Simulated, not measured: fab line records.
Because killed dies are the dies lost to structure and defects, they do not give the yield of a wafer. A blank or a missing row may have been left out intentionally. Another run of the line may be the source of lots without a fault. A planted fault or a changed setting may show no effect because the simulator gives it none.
fab line records | flow gf180mcu
record: lots: 24 wafers: 72 lastDay: 34
route steps=602 shown M1@329 M2@379 V2@384 M3@424 V3@454
lots that met no fault: taken from a fault-free run of the same line
startH: hours from the record's first day to the start of the lot's first wafer shown | waitH: time in hours since the lot's previous step | " the same as in the row above | L1.1+2: a row that stands for several wafers | - either no value or no given start | * or withheld: withheld | < > ~ a bound
route shown NAME@n: names a module that has steps shown in the file, with the first one's number in the route | usual: average and standard deviation across the fault-free wafers | same: alike in all rows | chamber/n: place in a boat | sites: per-site readings | _std_site: their standard deviation | _edge_site: mean of outer sites minus mean of inner sites | radiusMm: for every site, how far away it sits from the centre of the wafer | mask NAME#n: copy n | behind: the most recent tool/chamber to have shaped the wafer | hold: what put the lot on hold/how long, in hours/how the hold closed | device: which transistor (n, p or np) failed to switch | end of line: the tests these same wafers got at the end of their route | a step given without rows: its recipe and nothing more | killed: count of dies lost to structure and defects at first sort (not the wafer's yield) | map: a wafer's dies, x killed, . not, _ none there
set.NAME: the setting as run; set.NAME@STEP: as run at that earlier step | model.NAME: the simulator's own value behind a step, which no gauge read
a sample of lots followed through the steps of the route, with each step as a table and each wafer as a row
services: a tool's chamber out of use, with start hour (startH, from the record's first day; less than 0 if before it), hours out, and reason
== steps ==
step: GF_M1_CD_MEAS_14
recipe: targetCdNm: 230
usual: cdNm: 230.1/0.95
columns lot.wafer tool chamber startH waitH cdNm
L074.1 cdSem-01 - 382.93 0.1 231.3
L074.2 " - " " 232.0
L074.6 " - " " 230.2
L075.3 cdSem-02 - 390.78 0.1 230.9
L075.5 " - " " 231.5
L075.6 " - " " 230.6
L076.2 cdSem-02 - 398.26 0.1 232.1
L076.3 " - " " 231.2
L076.5 " - " " 230.5
L077.3 cdSem-02 - 411.17 0.1 230.4
L077.4 " - " " 230.3
L077.5 " - " " 229.8
L078.1 cdSem-02 - 418.73 0.1 232.0
L078.3 " - " " 231.4
L078.6 " - " " 230.4
L079.1 cdSem-01 - 432.08 0.1 229.4
L079.3 " - " " 228.5
L079.4 " - " " 229.8
L080.1 cdSem-02 - 439.93 0.1 230.4
L080.2 " - " " 229.8
L080.3 " - " " 229.7
L081.1 cdSem-01 - 452.68 0.1 230.8
L081.4 " - " " 230.1
L081.6 " - " " 230.0
L083.1 cdSem-02 - 463.33 0.1 229.8
L083.5 " - " " 230.6
L083.6 " - " " 231.1
L082.2 cdSem-01 - 468.80 0.1 228.9
L082.5 " - " " 229.7
L082.6 " - " " 230.4
L084.1 cdSem-02 - 487.53 0.1 231.1
L084.5 " - " " 230.1
L084.6 " - " " 230.2
L085.1 cdSem-01 - 498.53 0.1 230.8
L085.2 " - " " 230.9
L085.4 " - " " 230.9
L086.3 cdSem-01 - 501.97 0.1 231.0
L086.5 " - " " 230.1
L086.6 " - " " 230.0
L087.1 cdSem-01 - 509.73 0.1 229.2
L087.3 " - " " 228.1
L087.4 " - " " 228.6
L088.1 cdSem-02 - 518.38 0.1 226.6
L088.2 " - " " 228.9
L088.3 " - " " 228.0
L089.2 cdSem-02 - 530.45 0.1 229.7
L089.3 " - " " 228.9
L089.5 " - " " 229.8
L090.2 cdSem-01 - 534.75 0.1 230.0
L090.3 " - " " 230.3
L090.5 " - " " 230.6
L091.2 cdSem-01 - 535.50 0.1 230.1
L091.4 " - " " 231.8
L091.5 " - " " 230.4
L092.2 cdSem-02 - 545.95 0.1 229.5
L092.3 " - " " 230.7
L092.6 " - " " 229.2
L093.1 cdSem-02 - 547.78 0.1 231.3
L093.3 " - " " 229.6
L093.4 " - " " 229.5
L094.1 cdSem-02 - 565.58 0.1 229.0
L094.4 " - " " 229.3
L094.5 " - " " 229.6
L095.1 cdSem-01 - 566.33 0.1 229.5
L095.4 " - " " 230.6
L095.6 " - " " 230.4
L096.2 cdSem-01 - 571.45 0.1 229.5
L096.4 " - " " 230.4
L096.5 " - " " 230.0
L097.2 cdSem-02 - 580.30 0.1 231.0
L097.4 " - " " 231.0
L097.5 " - " " 230.1
step: GF_M2_STRIP_17
recipe: chemistry: O2/N2 powerW: 1400 pressureMtorr: 1500 platenTempC: 250 o2FlowSccm: 3000 n2FlowSccm: 300 overashFraction: 0.5
usual: drypumpMotorCurrentA: 5.56/0.29 heaterPowerW: 359/41 n2FlowSccm: 299.9/0.85 oesProductAu: 0.557/0.0049 stripTimeToEndpointS: 7.86/0.048
columns lot.wafer tool chamber startH waitH drypumpMotorCurrentA heaterPowerW n2FlowSccm oesProductAu rfHoursCounterH stripTimeToEndpointS
L074.1 plasmaAsher-04 0 433.55 0.1 5.90 312 299.8 0.551 87 7.88
L074.2 " 1 " " 4.98 292 300.5 0.553 87 7.81
L074.6 " 0 " " 5.91 311 300.6 0.560 - 7.86
L075.3 plasmaAsher-04 1 442.18 0.1 4.96 313 300.4 0.564 - 7.83
L075.5 " 1 " " 4.95 303 299.7 0.549 - 7.84
L075.6 " 0 " " 5.91 309 301.8 0.562 - 7.93
L076.2 plasmaAsher-03 1 449.10 0.1 5.49 366 300.7 0.561 70 7.88
L076.3 " 0 " " 5.87 329 299.6 0.559 - 7.83
L076.5 " 0 " " 5.85 341 299.5 0.553 - 7.84
L077.3 plasmaAsher-02 1 461.98 0.1 5.55 416 299.4 0.559 - 7.89
L077.4 " 0 " " 5.46 401 299.8 0.558 - 7.91
L077.5 " 0 " " 5.47 396 300.3 0.565 - 7.91
L078.1 plasmaAsher-02 1 470.95 0.1 5.60 418 300.4 0.562 28 7.91
L078.3 " 1 " " 5.58 416 299.9 0.561 - 7.90
L078.6 " 0 " " 5.48 401 300.7 0.559 - 7.90
L079.1 plasmaAsher-02 0 483.55 0.1 5.43 389 300.4 0.565 29 7.88
L079.3 " 0 " " 5.44 393 300.1 0.554 - 7.90
L079.4 " 1 " " 5.58 408 300.1 0.550 - 7.88
L080.1 plasmaAsher-03 0 492.30 0.1 5.89 320 299.8 0.562 75 7.87
L080.2 " 1 " " 5.51 364 301.1 0.554 75 7.82
L080.3 " 1 " " 5.51 377 301.0 0.557 - 7.82
L081.1 plasmaAsher-02 1 504.25 0.1 5.60 431 300.6 0.555 31 7.84
L081.4 " 1 " " 5.58 413 300.7 0.563 - 7.86
L081.6 " 0 " " 5.48 399 299.8 0.558 - 7.87
L083.1 plasmaAsher-04 1 514.50 0.1 4.94 306 298.9 0.560 95 7.88
L083.5 " 1 " " 4.95 311 298.5 0.553 - 7.86
L083.6 " 0 " " 5.90 302 300.9 0.561 - 7.88
L082.2 plasmaAsher-03 0 519.73 0.1 5.86 340 299.8 0.557 77 7.77
L082.5 " 0 " " 5.89 335 299.9 0.557 - 7.78
L082.6 " 1 " " 5.45 377 299.8 0.565 - 7.90
L084.1 plasmaAsher-02 0 538.01 0.2 5.47 402 298.9 0.555 34 7.76
L084.5 " 1 " " 5.58 422 299.4 0.556 - 7.78
L084.6 " 0 " " 5.47 399 300.2 0.556 - 7.77
L085.1 plasmaAsher-02 0 547.70 0.1 5.47 401 299.4 0.555 35 7.82
L085.2 " 1 " " 5.58 412 299.6 0.548 35 7.75
L085.4 " 1 " " 5.60 415 298.9 0.551 - 7.82
L086.3 plasmaAsher-03 1 551.33 0.1 5.46 365 299.1 0.563 - 7.95
L086.5 " 0 " " 5.87 329 300.8 0.570 - 7.88
L086.6 " 1 " " 5.48 370 298.1 0.566 - 7.97
L087.1 plasmaAsher-03 1 558.93 0.1 5.49 373 300.2 0.565 81 7.88
L087.3 " 1 " " 5.49 371 300.2 0.560 - 7.84
L087.4 " 0 " " 5.86 332 299.8 0.550 - 7.82
L088.1 plasmaAsher-03 1 566.95 0.1 5.50 377 301.5 0.551 82 7.83
L088.2 " 0 " " 5.86 328 299.9 0.552 82 7.76
L088.3 " 1 " " 5.52 367 299.0 0.556 - 7.79
L089.2 plasmaAsher-03 0 577.60 0.1 5.87 322 299.0 0.561 83 7.87
L089.3 " 1 " " 5.53 373 298.7 0.558 - 7.86
L089.5 " 0 " " 5.88 331 299.0 0.557 - 7.88
L090.2 plasmaAsher-03 1 582.83 0.1 5.49 368 300.1 0.558 83 7.82
L090.3 " 0 " " 5.86 334 300.1 0.555 - 7.92
L090.5 " 0 " " 5.87 331 300.6 0.553 - 7.87
L091.2 plasmaAsher-04 0 583.65 0.1 5.88 313 300.7 0.560 103 7.86
L091.4 " 1 " " 4.95 293 297.6 0.559 - 7.88
L091.5 " 1 " " 4.93 307 299.3 0.557 - 7.87
L092.2 plasmaAsher-02 1 593.25 0.1 5.55 422 299.3 0.551 40 7.82
L092.3 " 0 " " 5.47 390 301.2 0.558 - 7.84
L092.6 " 0 " " 5.47 404 301.0 0.554 - 7.88
L093.1 plasmaAsher-03 0 595.73 0.1 5.87 328 300.4 0.552 85 7.82
L093.3 " 1 " " 5.52 380 301.6 0.556 - 7.84
L093.4 " 0 " " 5.87 333 300.6 0.557 - 7.84
L094.1 plasmaAsher-02 1 610.80 0.1 5.61 411 301.7 0.554 42 7.90
L094.4 " 0 " " 5.48 382 298.6 0.558 - 7.87
L094.5 " 0 " " 5.49 392 299.2 0.558 - 7.90
L095.1 plasmaAsher-04 1 611.95 0.1 4.96 308 300.9 0.556 106 7.91
L095.4 " 0 " " 5.87 317 298.8 0.548 - 7.86
L095.6 " 1 " " 4.93 309 298.7 0.552 - 7.94
L096.2 plasmaAsher-04 1 617.65 0.1 4.97 305 300.4 0.562 107 7.93
L096.4 " 1 " " 4.92 309 299.7 0.569 - 7.90
L096.5 " 0 " " 5.87 307 300.8 0.564 - 7.87
L097.2 plasmaAsher-03 0 626.35 0.1 5.85 331 299.5 0.558 88 7.95
L097.4 " 1 " " 5.49 385 299.0 0.561 - 7.95
L097.5 " 0 " " 5.88 335 299.8 0.562 - 7.98
step: GF_V2_CVD_02
recipe: material: SiO2 targetThkNm: 850 precursor: TEOS tempC: 400 timeS: 94.851 rfW: 600
usual: heaterPowerW: 712/140
columns lot.wafer tool chamber startH waitH heaterPowerW sinceWetCleanH
L074.1 pecvd-01 2 434.41 0.1 787 260
L074.2 " 1 " " 765 260
L074.6 " 0 " " 786 -
L075.3 pecvd-04 1 442.82 0.0 806 60
L075.5 " 2 " " 808 -
L075.6 " 1 " " 635 -
L076.2 pecvd-04 1 449.89 0.0 740 67
L076.3 " 2 " " 802 67
L076.5 " 1 " " 797 -
L077.3 pecvd-03 1 462.62 0.0 939 496
L077.4 " 2 " " 472 -
L077.5 " 0 " " 520 -
L078.1 pecvd-04 2 471.76 0.1 775 89
L078.3 " 1 " " 644 89
L078.6 " 2 " " 635 -
L079.1 pecvd-03 0 484.22 0.1 568 518
L079.3 " 2 " " 590 518
L079.4 " 1 " " 1044 -
L080.1 pecvd-04 1 493.31 0.1 764 110
L080.2 " 2 " " 735 110
L080.3 " 0 " " 676 110
L081.1 pecvd-04 1 504.93 0.1 768 122
L081.4 " 1 " " 818 -
L081.6 " 2 " " 804 -
L083.1 pecvd-03 1 515.20 0.1 885 549
L083.5 " 0 " " 518 -
L083.6 " 2 " " 468 -
L082.2 pecvd-03 2 520.43 0.0 485 554
L082.5 " 0 " " 660 -
L082.6 " 2 " " 536 -
L084.1 pecvd-03 1 538.68 0.1 999 572
L084.5 " 1 " " 1022 -
L084.6 " 2 " " 477 -
L085.1 pecvd-01 1 548.36 0.1 739 374
L085.2 " 2 " " 903 374
L085.4 " 2 " " 930 -
L086.3 pecvd-03 2 552.07 0.0 585 586
L086.5 " 0 " " 635 -
L086.6 " 2 " " 460 -
L087.1 pecvd-04 2 559.63 0.1 786 177
L087.3 " 0 " " 630 177
L087.4 " 0 " " 680 -
L088.1 pecvd-04 2 567.62 0.1 639 185
L088.2 " 1 " " 648 185
L088.3 " 0 " " 572 185
L089.2 pecvd-03 2 578.30 0.0 564 612
L089.3 " 0 " " 622 612
L089.5 " 1 " " 960 -
L090.2 pecvd-04 0 583.50 0.0 703 201
L090.3 " 2 " " 752 201
L090.5 " 2 " " 788 -
L091.2 pecvd-01 1 584.32 0.0 613 410
L091.4 " 2 " " 910 -
L091.5 " 1 " " 714 -
L092.2 pecvd-04 1 593.94 0.0 783 211
L092.3 " 0 " " 600 211
L092.6 " 2 " " 755 -
L093.1 pecvd-01 2 596.43 0.1 799 422
L093.3 " 0 " " 723 422
L093.4 " 2 " " 858 -
L094.1 pecvd-01 1 611.50 0.1 670 437
L094.4 " 0 " " 891 -
L094.5 " 1 " " 743 -
L095.1 pecvd-01 2 612.61 0.1 936 438
L095.4 " 0 " " 893 -
L095.6 " 2 " " 754 -
L096.2 pecvd-03 2 618.32 0.0 504 652
L096.4 " 2 " " 545 -
L096.5 " 0 " " 555 -
L097.2 pecvd-03 0 627.01 0.0 540 661
L097.4 " 2 " " 585 -
L097.5 " 2 " " 587 -
step: GF_V2_RS_MEAS_24
recipe: thkMeasGauge: four-point-probe reads: W_of_V2_CVD_23+TiN_of_V2_SPUTTER_22+Ti_of_V2_SPUTTER_21
usual: V2_W_RS: 0.332/0.0032
columns lot.wafer tool chamber startH waitH V2_W_RS[ohm/sq]
L074.1 filmMetro-03 - 460.26 0.1 0.334
L074.2 " - " " 0.332
L074.6 " - " " 0.331
L075.3 filmMetro-04 - 469.03 0.1 0.333
L075.5 " - " " 0.332
L075.6 " - " " 0.335
L076.2 filmMetro-01 - 475.81 0.1 0.336
L076.3 " - " " 0.333
L076.5 " - " " 0.331
L077.3 filmMetro-01 - 488.05 0.2 0.333
L077.4 " - " " 0.331
L077.5 " - " " 0.332
L078.1 filmMetro-04 - 497.41 0.1 0.335
L078.3 " - " " 0.333
L078.6 " - " " 0.338
L079.1 filmMetro-04 - 509.01 0.1 0.332
L079.3 " - " " 0.337
L079.4 " - " " 0.335
L080.1 filmMetro-03 - 519.06 0.1 0.335
L080.2 " - " " 0.334
L080.3 " - " " 0.332
L081.1 filmMetro-01 - 530.15 0.2 0.330
L081.4 " - " " 0.333
L081.6 " - " " 0.333
L083.1 filmMetro-01 - 539.96 0.1 0.332
L083.5 " - " " 0.332
L083.6 " - " " 0.334
L082.2 filmMetro-03 - 544.88 0.1 0.334
L082.5 " - " " 0.329
L082.6 " - " " 0.336
L084.1 filmMetro-04 - 563.33 0.1 0.333
L084.5 " - " " 0.330
L084.6 " - " " 0.332
L085.1 filmMetro-04 - 572.35 0.1 0.336
L085.2 " - " " 0.338
L085.4 " - " " 0.334
L086.3 filmMetro-01 - 574.89 0.1 0.329
L086.5 " - " " 0.331
L086.6 " - " " 0.334
L087.1 filmMetro-01 - 583.25 0.1 0.328
L087.3 " - " " 0.329
L087.4 " - " " 0.328
L088.1 filmMetro-03 - 590.81 0.1 0.328
L088.2 " - " " 0.329
L088.3 " - " " 0.326
L089.2 filmMetro-01 - 601.21 0.1 0.337
L089.3 " - " " 0.336
L089.5 " - " " 0.333
L090.2 filmMetro-01 - 605.98 0.1 0.336
L090.3 " - " " 0.333
L090.5 " - " " 0.335
L091.2 filmMetro-04 - 607.11 0.1 0.329
L091.4 " - " " 0.325
L091.5 " - " " 0.327
L092.2 filmMetro-03 - 615.93 0.1 0.335
L092.3 " - " " 0.332
L092.6 " - " " 0.339
L093.1 filmMetro-01 - 618.71 0.1 0.331
L093.3 " - " " 0.332
L093.4 " - " " 0.332
L094.1 filmMetro-04 - 633.24 0.1 0.331
L094.4 " - " " 0.329
L094.5 " - " " 0.336
L095.1 filmMetro-01 - 634.98 0.1 0.336
L095.4 " - " " 0.329
L095.6 " - " " 0.329
L096.2 filmMetro-04 - 640.19 0.1 0.334
L096.4 " - " " 0.336
L096.5 " - " " 0.333
L097.2 filmMetro-03 - 648.47 0.1 0.327
L097.4 " - " " 0.332
L097.5 " - " " 0.330
step: GF_M3_OVL_MEAS_15
usual: M3_OVL: 1/7.2
columns lot.wafer tool chamber startH waitH M3_OVL[nm]
L074.1 overlay-01 - 485.20 0.1 3
L074.2 " - " " 6
L074.6 " - " " 6
L075.3 overlay-01 - 493.46 0.1 -2
L075.5 " - " " -5
L075.6 " - " " -8
L076.2 overlay-02 - 500.23 0.1 2
L076.3 " - " " 2
L076.5 " - " " 1
L077.3 overlay-02 - 512.42 0.1 4
L077.4 " - " " 10
L077.5 " - " " 3
L078.1 overlay-02 - 521.50 0.1 16
L078.3 " - " " 6
L078.6 " - " " 8
L079.1 overlay-01 - 533.20 0.1 -9
L079.3 " - " " -11
L079.4 " - " " -7
L080.1 overlay-02 - 542.25 0.1 0
L080.2 " - " " -9
L080.3 " - " " 1
L081.1 overlay-02 - 553.55 0.1 -7
L081.4 " - " " -5
L081.6 " - " " -5
L083.1 overlay-01 - 563.20 0.1 -1
L083.5 " - " " -4
L083.6 " - " " -8
L082.2 overlay-01 - 567.51 0.1 8
L082.5 " - " " 7
L082.6 " - " " 7
L084.1 overlay-02 - 585.50 0.1 5
L084.5 " - " " 6
L084.6 " - " " -3
L085.1 overlay-02 - 595.55 0.1 3
L085.2 " - " " 8
L085.4 " - " " 4
L086.3 overlay-02 - 596.51 0.1 13
L086.5 " - " " 7
L086.6 " - " " -2
L087.1 overlay-01 - 604.70 0.1 -3
L087.3 " - " " 1
L087.4 " - " " -6
L088.1 overlay-02 - 612.75 0.1 11
L088.2 " - " " 6
L088.3 " - " " 14
L089.2 overlay-02 - 622.31 0.1 3
L089.3 " - " " 6
L089.5 " - " " 15
L090.2 overlay-01 - 627.86 0.1 3
L090.3 " - " " -1
L090.5 " - " " -3
L091.2 overlay-02 - 628.41 0.1 3
L091.4 " - " " 4
L091.5 " - " " 3
L092.2 overlay-01 - 637.21 0.1 -1
L092.3 " - " " 13
L092.6 " - " " -1
L093.1 overlay-02 - 639.90 0.1 -7
L093.3 " - " " -11
L093.4 " - " " -5
L094.1 overlay-01 - 654.30 0.1 -19
L094.4 " - " " -14
L094.5 " - " " -13
L095.1 overlay-01 - 655.80 0.1 3
L095.4 " - " " 3
L095.6 " - " " -1
L096.2 overlay-01 - 660.76 0.1 12
L096.4 " - " " 10
L096.5 " - " " 12
L097.2 overlay-01 - 668.41 0.1 -6
L097.4 " - " " -1
L097.5 " - " " -1
step: GF_V3_THK_MEAS_25
recipe: thkMeasGauge: xrf reads: W_of_V3_CVD_23
usual: V3_W_THK: 355/6.7
columns lot.wafer tool chamber startH waitH V3_W_THK[nm]
L074.1 filmMetro-04 - 511.36 0.1 358
L074.2 " - " " 361
L074.6 " - " " 355
L075.3 filmMetro-02 - 519.36 0.1 354
L075.5 " - " " 356
L075.6 " - " " 356
L076.2 filmMetro-01 - 525.92 0.1 368
L076.3 " - " " 370
L076.5 " - " " 369
L077.3 filmMetro-01 - 538.10 0.1 366
L077.4 " - " " 364
L077.5 " - " " 370
L078.1 filmMetro-04 - 547.43 0.1 357
L078.3 " - " " 358
L078.6 " - " " 359
L079.1 filmMetro-04 - 557.91 0.1 351
L079.3 " - " " 352
L079.4 " - " " 351
L080.1 filmMetro-02 - 566.84 0.1 352
L080.2 " - " " 355
L080.3 " - " " 349
L081.1 filmMetro-02 - 577.73 0.1 356
L081.4 " - " " 349
L081.6 " - " " 354
L083.1 filmMetro-04 - 587.43 0.1 355
L083.5 " - " " 349
L083.6 " - " " 355
L082.2 filmMetro-04 - 591.84 0.1 360
L082.5 " - " " 356
L082.6 " - " " 358
L084.1 filmMetro-04 - 608.46 0.1 349
L084.5 " - " " 348
L084.6 " - " " 355
L085.1 filmMetro-02 - 618.48 0.1 350
L085.2 " - " " 349
L085.4 " - " " 348
L086.3 filmMetro-01 - 620.25 0.1 366
L086.5 " - " " 367
L086.6 " - " " 375
L087.1 filmMetro-02 - 628.73 0.1 357
L087.3 " - " " 360
L087.4 " - " " 360
L088.1 filmMetro-01 - 636.04 0.1 355
L088.2 " - " " 360
L088.3 " - " " 358
L089.2 filmMetro-02 - 645.39 0.1 344
L089.3 " - " " 342
L089.5 " - " " 344
L090.2 filmMetro-02 - 649.97 0.1 350
L090.3 " - " " 353
L090.5 " - " " 350
L091.2 filmMetro-02 - 650.88 0.1 348
L091.4 " - " " 347
L091.5 " - " " 346
L092.2 filmMetro-01 - 659.48 0.1 358
L092.3 " - " " 362
L092.6 " - " " 355
L093.1 filmMetro-02 - 662.04 0.1 349
L093.3 " - " " 351
L093.4 " - " " 347
L094.1 filmMetro-04 - 675.96 0.1 356
L094.4 " - " " 354
L094.5 " - " " 354
L095.1 filmMetro-02 - 677.65 0.1 354
L095.4 " - " " 350
L095.6 " - " " 355
L096.2 filmMetro-01 - 682.20 0.1 364
L096.4 " - " " 360
L096.5 " - " " 360
L097.2 filmMetro-04 - 688.79 0.1 351
L097.4 " - " " 357
L097.5 " - " " 355
== services ==
columns tool chamber startH hours kind
pecvd-04 0 419.64 5.7 repair
plasmaAsher-03 - 430.28 0.6 repair
pecvd-04 - 454.44 0.9 repair
pecvd-03 - 459.70 1.2 repair
pecvd-04 2 512.82 5.7 repair
plasmaAsher-02 - 526.74 1.9 repair
pecvd-03 - 592.30 14.6 pm
pecvd-03 1 616.55 10.6 repair
== key ==
fault none
